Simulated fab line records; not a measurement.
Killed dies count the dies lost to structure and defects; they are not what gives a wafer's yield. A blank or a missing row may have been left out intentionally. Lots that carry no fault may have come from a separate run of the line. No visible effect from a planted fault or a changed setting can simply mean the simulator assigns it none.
Chamber matching || flow gf180mcu || GF_SAB_ETCH_11 on rie_diel-04 has 4 sister chambers
The step etches SiO2 in C4F8/O2/Ar, target depth 55 nm, time 8.5 s. 4 wafers are shown with their chamber, then 9 later ones without.

WAFERS, EACH WITH ITS CHAMBER
{"wafer": "L084.3", "chamber": 0, "oes_product_au (a.u.)": 1.002}
{"wafer": "L085.3", "chamber": 1, "oes_product_au (a.u.)": 0.990}
{"wafer": "L085.4", "chamber": 2, "oes_product_au (a.u.)": 1.003}
{"wafer": "L085.6", "chamber": 3, "oes_product_au (a.u.)": 1.001}

WAFERS MISSING THEIR CHAMBER
{"wafer": "L086.4", "oes_product_au (a.u.)": 0.997}
{"wafer": "L086.5", "oes_product_au (a.u.)": 0.985}
{"wafer": "L086.6", "oes_product_au (a.u.)": 0.993}
{"wafer": "L087.1", "oes_product_au (a.u.)": 0.990}
{"wafer": "L087.5", "oes_product_au (a.u.)": 1.002}
{"wafer": "L087.6", "oes_product_au (a.u.)": 0.991}
{"wafer": "L090.2", "oes_product_au (a.u.)": 1.007}
{"wafer": "L090.3", "oes_product_au (a.u.)": 1.003}
{"wafer": "L090.5", "oes_product_au (a.u.)": 1.005}

WHICH CHAMBER EACH WENT THROUGH
{"wafer": "L086.4", "from the rows above": "can't be placed: 3 or 0 or 2 or 1", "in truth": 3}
{"wafer": "L086.5", "from the rows above": 1, "in truth": 1}
{"wafer": "L086.6", "from the rows above": "can't be placed: 1 or 3", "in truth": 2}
{"wafer": "L087.1", "from the rows above": 1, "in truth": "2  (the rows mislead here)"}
{"wafer": "L087.5", "from the rows above": "can't be placed: 0 or 2 or 3", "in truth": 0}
{"wafer": "L087.6", "from the rows above": 1, "in truth": 1}
{"wafer": "L090.2", "from the rows above": "can't be placed: 2 or 0 or 3", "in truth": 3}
{"wafer": "L090.3", "from the rows above": "can't be placed: 2 or 0 or 3", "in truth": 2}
{"wafer": "L090.5", "from the rows above": "can't be placed: 2 or 0 or 3", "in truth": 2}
2 of 9 placed correctly. Can't be placed from these rows: 6 (the true chamber is among the candidates in 5). 1 placed wrongly.
How it was worked out, from the rows above alone: a wafer's distance from a chamber is the root of the sum, over the readings, of the square of ((its reading less the chamber's mean) divided by the reading's scatter). If the next closest chamber is less than 2 further off than the closest, the wafer can't be placed; otherwise it belongs to the closest. A chamber's mean is the mean of its shown wafers. The scatter: with one shown wafer a chamber, the root of the mean of the squares of how far each hidden wafer lies from its nearest shown one.
